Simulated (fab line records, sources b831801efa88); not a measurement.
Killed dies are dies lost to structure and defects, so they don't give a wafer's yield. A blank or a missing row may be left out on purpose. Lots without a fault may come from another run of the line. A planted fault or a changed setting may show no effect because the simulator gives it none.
Split-lot experiment | flow gf180mcu | 5 lots, 23 wafers read, on a route of 602 steps

THE SPLIT
At GF_STI_CVD_23 (deposits SiO2, target thk 650 nm, time 108.3 s), the setting sih4_flow_sccm was moved away from the recipe's 60 sccm on 8 of the 23 wafers read, by -4.9% to +15.0%. The other wafers ran this setting at the recipe's value.

The file shows no step between the split and the reading.

THE READING
STI_CVD_23_THK, in nm, at GF_STI_THK_MEAS_24. Fault-free wafers of this fab line usually give 653 nm, standard deviation 5.6 nm.

wafer  | tool, chamber at the split | sih4_flow_sccm as run, sccm | against the recipe | STI_CVD_23_THK, nm | against lot-mates on the recipe
L074.1 | hdpcvd-02, 0               | 64.03                       | +6.7%              | 706                | +48
L074.2 | hdpcvd-02, 2               | 64.03                       | +6.7%              | 708                | +50
L074.3 | hdpcvd-02, 1               | 60                          | recipe             | 655                | -
L074.4 | hdpcvd-02, 1               | 60                          | recipe             | 661                | -
L074.6 | hdpcvd-02, 0               | 64.03                       | +6.7%              | 698                | +40
L076.1 | hdpcvd-01, 0               | 57.06                       | -4.9%              | 625                | -32
L076.2 | hdpcvd-01, 2               | 60                          | recipe             | 656                | -
L076.4 | hdpcvd-01, 2               | 57.06                       | -4.9%              | 630                | -28
L076.5 | hdpcvd-01, 1               | 57.06                       | -4.9%              | 625                | -32
L076.6 | hdpcvd-01, 0               | 60                          | recipe             | 659                | -
L077.1 | hdpcvd-02, 2               | 60                          | recipe             | 644                | -
L077.5 | hdpcvd-02, 0               | 60                          | recipe             | 645                | -
L077.6 | hdpcvd-02, 1               | 60                          | recipe             | 656                | -
L078.1 | hdpcvd-01, 0               | 60                          | recipe             | 646                | -
L078.2 | hdpcvd-01, 2               | 60                          | recipe             | 652                | -
L078.4 | hdpcvd-01, 2               | 68.99                       | +15.0%             | 748                | +100
L078.5 | hdpcvd-01, 0               | 60                          | recipe             | 646                | -
L078.6 | hdpcvd-01, 1               | 68.99                       | +15.0%             | 749                | +101
L080.2 | hdpcvd-02, 1               | 60                          | recipe             | 647                | -
L080.3 | hdpcvd-02, 0               | 60                          | recipe             | 657                | -
L080.4 | hdpcvd-02, 0               | 60                          | recipe             | 651                | -
L080.5 | hdpcvd-02, 2               | 60                          | recipe             | 650                | -
L080.6 | hdpcvd-02, 1               | 60                          | recipe             | 650                | -

THE FIT
A straight line over all 23 wafers: STI_CVD_23_THK changes by +6.48 nm for each +1% of sih4_flow_sccm; r = +0.99; the points scatter about the line by 6 nm.
The same after taking each lot's own level away (the mean of its wafers on the recipe; 23 wafers): +6.67 nm for each +1%; r = +0.99; scatter 3.6 nm.
On that fit, the largest move of sih4_flow_sccm shifts the reading by 1e+02 nm.
The lots' own levels span 648.0 to 658.0 nm, that is 1.8 times the standard deviation above.
So the lot-to-lot level changes the slope little: the two slopes agree.
Check: with one of the wafers moved furthest among these (+15.0%) left out of the fit, the line predicts +101 nm for it against its lot-mates. It came out at +100 nm against them.

OTHER SPLITS ON THESE WAFERS
These wafers also went through other splits before the reading. Each is held against what the fit with the lots' levels taken away leaves over:
other split on the same wafers | wafers away from the commonest value | r with STI_CVD_23_THK (lot level and that fit taken away)
GF_STI_COAT_07 resist_thk_nm   | 11                                   | +0.01
GF_STI_PEB_10 peb_time_s       | 6                                    | -0.07

THE WHOLE CHAIN: every reading that the file lists as answering this split, in the file's order
step               | what it does                                   | reading                                                                    | change (the file's fit)              | r (the file's)
GF_STI_CVD_23      | deposits SiO2, target thk 650 nm, time 108.3 s | SiO2_of_STI_CVD_23.thk_nm (the simulator's own value, which no gauge read) | +6.75 nm for each +1% of the setting | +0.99
GF_STI_THK_MEAS_24 |                                                | STI_CVD_23_THK                                                             | +6.71 for each +1% of the setting    | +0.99

THE FILE'S OWN FIT
STI_CVD_23_THK changes by +6.71 nm for each +1% of sih4_flow_sccm, r = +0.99.
